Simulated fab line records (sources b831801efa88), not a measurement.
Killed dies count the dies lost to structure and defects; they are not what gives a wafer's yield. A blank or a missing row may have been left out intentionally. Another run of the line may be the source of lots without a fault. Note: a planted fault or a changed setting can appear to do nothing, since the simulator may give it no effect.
Chamber matching / flow gf180mcu / GF_V2_ETCH_16 on rieDiel-02: 4 sister chambers
The step etches BARC in N2/H2. 8 wafers are shown with their chamber, then 10 later ones without.

## WAFERS PAIRED WITH THEIR CHAMBERS
wafer=L089.5; chamber=3; drypumpMotorCurrentA (A)=5.8; h2FlowSccm (sccm)=199.4
wafer=L090.3; chamber=1; drypumpMotorCurrentA (A)=6.1; h2FlowSccm (sccm)=200.1
wafer=L090.6; chamber=1; drypumpMotorCurrentA (A)=6.1; h2FlowSccm (sccm)=200.1
wafer=L091.1; chamber=2; drypumpMotorCurrentA (A)=5.4; h2FlowSccm (sccm)=200.1
wafer=L091.4; chamber=0; drypumpMotorCurrentA (A)=5.5; h2FlowSccm (sccm)=200.9
wafer=L091.6; chamber=3; drypumpMotorCurrentA (A)=5.8; h2FlowSccm (sccm)=200.0
wafer=L093.1; chamber=2; drypumpMotorCurrentA (A)=5.4; h2FlowSccm (sccm)=200.4
wafer=L093.3; chamber=0; drypumpMotorCurrentA (A)=5.4; h2FlowSccm (sccm)=200.2

## WAFERS MISSING THEIR CHAMBER
wafer=L093.6; drypumpMotorCurrentA (A)=5.4; h2FlowSccm (sccm)=199.6
wafer=L094.1; drypumpMotorCurrentA (A)=5.8; h2FlowSccm (sccm)=200.1
wafer=L094.3; drypumpMotorCurrentA (A)=6.1; h2FlowSccm (sccm)=199.7
wafer=L094.6; drypumpMotorCurrentA (A)=5.4; h2FlowSccm (sccm)=200.1
wafer=L096.2; drypumpMotorCurrentA (A)=5.4; h2FlowSccm (sccm)=199.8
wafer=L096.3; drypumpMotorCurrentA (A)=5.8; h2FlowSccm (sccm)=199.7
wafer=L096.4; drypumpMotorCurrentA (A)=5.5; h2FlowSccm (sccm)=199.7
wafer=L097.3; drypumpMotorCurrentA (A)=5.4; h2FlowSccm (sccm)=200.7
wafer=L097.5; drypumpMotorCurrentA (A)=5.8; h2FlowSccm (sccm)=200.5
wafer=L097.6; drypumpMotorCurrentA (A)=5.4; h2FlowSccm (sccm)=199.6

## CHAMBER TAKEN BY EACH
wafer=L093.6; from the rows above=can't be placed: 2 or 0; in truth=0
wafer=L094.1; from the rows above=3; in truth=3
wafer=L094.3; from the rows above=1; in truth=1
wafer=L094.6; from the rows above=can't be placed: 2 or 0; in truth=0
wafer=L096.2; from the rows above=can't be placed: 2 or 0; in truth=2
wafer=L096.3; from the rows above=3; in truth=3
wafer=L096.4; from the rows above=can't be placed: 0 or 2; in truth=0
wafer=L097.3; from the rows above=can't be placed: 2 or 0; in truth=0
wafer=L097.5; from the rows above=3; in truth=3
wafer=L097.6; from the rows above=can't be placed: 2 or 0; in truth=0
Correct placement for 4 of the 10. Can't be placed from these rows: 6 (the true chamber is among the candidates in 6). Wrongly placed: 0.
How it was worked out, from the rows above alone: a wafer's distance from a chamber is the root of the sum, over the readings, of the square of ((its reading less the chamber's mean) divided by the reading's scatter). The wafer belongs to the nearest chamber; if the next one is less than 2 further off, it can't be placed. A chamber's mean is the mean of its shown wafers. The scatter is the square root of a quotient: the sum, over the shown wafers, of each reading's squared deviation from its chamber's mean, divided by wafers minus chambers.
